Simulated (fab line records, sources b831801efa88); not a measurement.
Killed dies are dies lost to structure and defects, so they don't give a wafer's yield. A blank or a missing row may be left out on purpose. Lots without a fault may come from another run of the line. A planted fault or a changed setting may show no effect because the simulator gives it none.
Chamber matching | flow sfq_line | SFQ_TRILAYER_I6_VIA_BARC_OPEN_VIA_ETCH_235 on rie_diel-02: 4 sister chambers
The step etches BARC in O2, target depth 125 nm, time 41.7 s. 14 wafers are shown with their chamber, then 7 later ones without.

WAFERS WITH THEIR CHAMBER
wafer  | chamber | drypump_motor_current_A (A) | bias_w (W) | oes_product_au (a.u.)
L492.1 | 3       | 6.5                         | 80.22      | 0.682
L492.3 | 0       | 5.6                         | 79.84      | 0.686
L492.4 | 2       | 5.3                         | 80.07      | 0.684
L500.2 | 2       | 5.3                         | 80.02      | 0.692
L500.3 | 0       | 5.5                         | 79.83      | 0.676
L500.5 | 2       | 5.3                         | 80.43      | 0.683
L503.1 | 0       | 5.6                         | 80.09      | 0.682
L503.4 | 2       | 5.3                         | 79.67      | 0.693
L503.6 | 1       | 6.0                         | 79.72      | 0.687
L506.3 | 0       | 5.6                         | 79.92      | 0.679
L506.5 | 2       | 5.3                         | 79.92      | 0.696
L506.6 | 1       | 6.0                         | 79.83      | 0.685
L507.1 | 1       | 6.0                         | 80.03      | 0.685
L507.3 | 2       | 5.3                         | 79.93      | 0.680

SIGNATURES (means of the wafers above)
reading                 | chamber 0 | chamber 1 | chamber 2 | chamber 3 | scatter within a chamber
drypump_motor_current_A | 5.575     | 6.000     | 5.300     | 6.500     | 0.0274
bias_w                  | 79.9200   | 79.8600   | 80.0067   | 80.2200   | 0.201
oes_product_au          | 0.68075   | 0.68567   | 0.68800   | 0.68200   | 0.00517
Rule: a wafer's distance from a chamber is the root of the sum, over the readings, of the square of ((its reading less the chamber's mean) divided by the reading's scatter). The wafer belongs to the nearest chamber; if the next one is less than 2 further off, it can't be placed. The scatter: the root of (the sum of the squares of (reading less its chamber's mean) over the shown wafers, divided by (wafers less chambers)).

WAFERS WITHOUT THEIR CHAMBER
wafer  | drypump_motor_current_A (A) | bias_w (W) | oes_product_au (a.u.)
L507.4 | 6.5                         | 80.23      | 0.687
L509.3 | 6.0                         | 80.39      | 0.692
L509.4 | 5.3                         | 79.84      | 0.679
L509.5 | 6.0                         | 80.30      | 0.683
L511.1 | 5.3                         | 79.97      | 0.686
L511.5 | 5.3                         | 79.79      | 0.689
L511.6 | 6.5                         | 79.87      | 0.689

WHICH CHAMBER EACH WENT THROUGH
wafer  | from the rows above | in truth
L507.4 | 3                   | 3
L509.3 | 1                   | 1
L509.4 | 2                   | 2
L509.5 | 1                   | 1
L511.1 | 2                   | 2
L511.5 | 2                   | 2
L511.6 | 3                   | 3
Placed correctly: 7 of 7. Can't be placed from these rows: 0. Placed wrongly: 0.
